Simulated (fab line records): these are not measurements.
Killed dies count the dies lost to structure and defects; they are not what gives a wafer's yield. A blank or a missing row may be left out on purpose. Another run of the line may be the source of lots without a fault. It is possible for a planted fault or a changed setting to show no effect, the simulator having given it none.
The tool behind it: which one?	flow gf180mcu	Sampling: 14 lots, 42 wafers, 4 of 602 route steps

## WHAT EACH GAUGE READ, for each wafer
GF_HV_LDD_TW_MEAS_11.
lot	measured	on	HV_LDD_TW
L920	day 10 10:27	film-metro-02	2442 2452 2455
L922	day 10 18:02	film-metro-01	2403 2401 2403
L923	day 10 23:55	film-metro-02	2447 2457 2460
L921	day 11 00:13	film-metro-02	2448 2459 2441
L924	day 11 14:19	film-metro-02	2456 2440 2449
L925	day 11 16:28	film-metro-04	2348 2363 2353
L926	day 12 05:20	film-metro-04	2374 2367 2366
L931	day 13 06:49	film-metro-01	2423 2427 2428
L932	day 13 18:59	film-metro-01	2409 2434 2423
L933	day 14 06:57	film-metro-02	2427 2427 2429
L934	day 14 14:14	film-metro-02	2428 2446 2432
L935	day 14 14:32	film-metro-02	2446 2425 2431
L942	day 16 16:35	film-metro-02	2447 2433 2433
L943	day 16 23:31	film-metro-04	2353 2358 2365

GF_HV_LDD_OVL_MEAS_20.
lot	measured	on	HV_LDD_01_OVL (nm)
L920	day 11 03:49	overlay-01	1.9 1.6 0.6
L922	day 11 12:33	overlay-02	-1.2 -2.5 -1.3
L923	day 11 17:47	overlay-02	2.0 0.9 1.1
L921	day 11 18:03	overlay-02	0.6 -1.4 -0.8
L924	day 12 08:23	overlay-01	2.3 1.8 1.7
L925	day 12 11:02	overlay-01	1.7 1.9 1.3
L926	day 12 23:52	overlay-02	1.2 -0.4 0.8
L931	day 14 02:44	overlay-02	1.0 1.7 1.6
L932	day 14 15:27	overlay-01	-0.8 0.3 0.3
L933	day 15 03:21	overlay-02	-0.2 -1.4 -0.3
L934	day 15 10:59	overlay-01	-0.3 1.6 1.0
L935	day 15 11:17	overlay-01	1.8 1.4 1.6
L942	day 17 15:18	overlay-02	0.7 1.9 1.5
L943	day 17 22:15	overlay-02	-0.2 0.9 -0.9

GF_HV_LDD_TW_MEAS_38.
lot	measured	on	HV_LDD_3_TW
L920	day 11 23:49	film-metro-04	1407 1404 1403
L922	day 12 08:05	film-metro-01	1436 1433 1439
L923	day 12 13:08	film-metro-02	1471 1461 1469
L921	day 12 13:44	film-metro-04	1407 1409 1401
L924	day 13 03:56	film-metro-04	1410 1403 1408
L925	day 13 07:02	film-metro-04	1411 1411 1421
L926	day 13 20:08	film-metro-04	1404 1411 1406
L931	day 15 01:07	film-metro-04	1404 1408 1408
L932	day 15 13:56	film-metro-02	1454 1452 1454
L933	day 16 01:33	film-metro-01	1435 1432 1440
L934	day 16 09:47	film-metro-04	1407 1406 1399
L935	day 16 10:28	film-metro-02	1456 1453 1450
L942	day 18 16:02	film-metro-04	1417 1409 1412
L943	day 18 23:23	film-metro-01	1430 1432 1438

## EACH LOT AND THE TOOL THAT RAN IT (in order: tool; ch and the chambers of the sampled wafers; start)
lot	GF_HV_LDD_IMPLANT_21
L920	implanter-03 ch 0, day 11 03:53
L922	implanter-01 ch 0, day 11 12:35
L923	implanter-03 ch 0, day 11 17:49
L921	implanter-01 ch 0, day 11 18:05
L924	implanter-01 ch 0, day 12 08:26
L925	implanter-01 ch 0, day 12 11:05
L926	implanter-04 ch 0, day 12 23:56
L931	implanter-03 ch 0, day 14 02:47
L932	implanter-03 ch 0, day 14 15:29
L933	implanter-03 ch 0, day 15 03:24
L934	implanter-04 ch 0, day 15 11:02
L935	implanter-03 ch 0, day 15 11:20
L942	implanter-04 ch 0, day 17 15:20
L943	implanter-01 ch 0, day 17 22:17
- GF_HV_LDD_IMPLANT_21

## WHAT THE TOOLS THEMSELVES READ (means of the sampled wafers that have a number; where no wafer has one, the mark that the record gives instead)
GF_HV_LDD_IMPLANT_21.
lot	tool	beam-energy-keV
L920	implanter-03	24.999
L922	implanter-01	25.001
L923	implanter-03	24.993
L921	implanter-01	24.998
L924	implanter-01	24.998
L925	implanter-01	25.001
L926	implanter-04	25.003
L931	implanter-03	25.001
L932	implanter-03	24.993
L933	implanter-03	29.353
L934	implanter-04	25.015
L935	implanter-03	29.332
L942	implanter-04	24.993
L943	implanter-01	24.997

## THE ANSWER, worked out from the rows above alone
Rule: what is usual is taken from the lots themselves. The widest of any qualifying gaps counts: lots, ordered by their means at a reading, are off when they make up no more than a third of the lots, leave a main group of 4 or more, and stand apart from it by 3 or more times the standard deviation of that group's means. Not used: any main group whose means are identical at the precision the tables above print for the reading. A lot without any number at a reading at which 4 lots or more have one is off too. Where the step has rows for the other lots, those lots are counted as sound. Order of review: gauges by route order, followed by the tools' own readings, for which a lot's mean as printed above is used. At the first step where some lot is off, the reading lying furthest off is the one used; lots without a number count as furthest.
Off: L933, L935, at GF_HV_LDD_IMPLANT_21 (beam-energy-keV). Mean 24.999 and standard deviation 0.0057 in the main group.
A tool fits if, at that step or a process step before it, it ran every lot that is off, and no sound lot after the first of them. One fits: GF_HV_LDD_IMPLANT_21 on implanter-03. Its last sound lot is L932 (day 14 15:29), its first lot that is off L933 (day 15 03:24): a fault that began between those two fits.
The tool's own readings at GF_HV_LDD_IMPLANT_21 bear it out: on the lots that are off they differ by more than 5 times the standard deviation of the sound lots' means. beam-energy-keV reads 29.343 there against 24.999 on the sound lots.

## WHAT THE SIMULATOR HAD INSERTED
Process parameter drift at GF_HV_LDD_IMPLANT_21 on implanter-03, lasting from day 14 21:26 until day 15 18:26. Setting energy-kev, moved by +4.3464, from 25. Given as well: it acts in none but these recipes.
Shown lots that were struck: L933, L935. This agrees with what the rule above found.
